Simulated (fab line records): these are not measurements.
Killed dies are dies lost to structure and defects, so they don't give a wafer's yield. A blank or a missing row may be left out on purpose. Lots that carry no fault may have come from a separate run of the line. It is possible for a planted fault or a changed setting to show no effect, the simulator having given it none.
Matching of chambers    flow gf180mcu    GF_V3_CMP_04 on cmp-01 has 4 sister chambers
The step polishes SiO2. 4 wafers are shown with their chamber, then 8 later ones without.

WAFERS, EACH WITH ITS CHAMBER
wafer   chamber  motor current A (A)
L977.2  0        11.8
L982.2  3        14.6
L982.6  1        12.0
L983.1  2        11.9

WAFERS WITHOUT THEIR CHAMBER
wafer   motor current A (A)
L983.2  11.6
L983.6  12.1
L985.2  14.3
L985.4  11.8
L985.5  10.8
L988.1  11.8
L988.3  14.2
L988.5  11.6

THE CHAMBER EACH PASSED THROUGH
wafer   from the rows above           in truth
L983.2  can't be placed: 0 or 2 or 1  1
L983.6  can't be placed: 1 or 2 or 0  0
L985.2  3                             3
L985.4  can't be placed: 0 or 2 or 1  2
L985.5  can't be placed: 0 or 2 or 1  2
L988.1  can't be placed: 0 or 2 or 1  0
L988.3  3                             3
L988.5  can't be placed: 0 or 2 or 1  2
Correctly placed: 2 of 8. These rows do not allow placing 6 (true chamber among the candidates in 6). Number placed wrongly: 0.
How it was worked out, from the rows above alone: a wafer's distance from a chamber is the root of the sum, over the readings, of the square of ((its reading less the chamber's mean) divided by the reading's scatter). If the next closest chamber is less than 2 further off than the closest, the wafer can't be placed; otherwise it belongs to the closest. For every chamber, the mean is computed from those of its wafers that are shown. The scatter: with one shown wafer a chamber, the root of the mean of the squares of how far each hidden wafer lies from its nearest shown one.
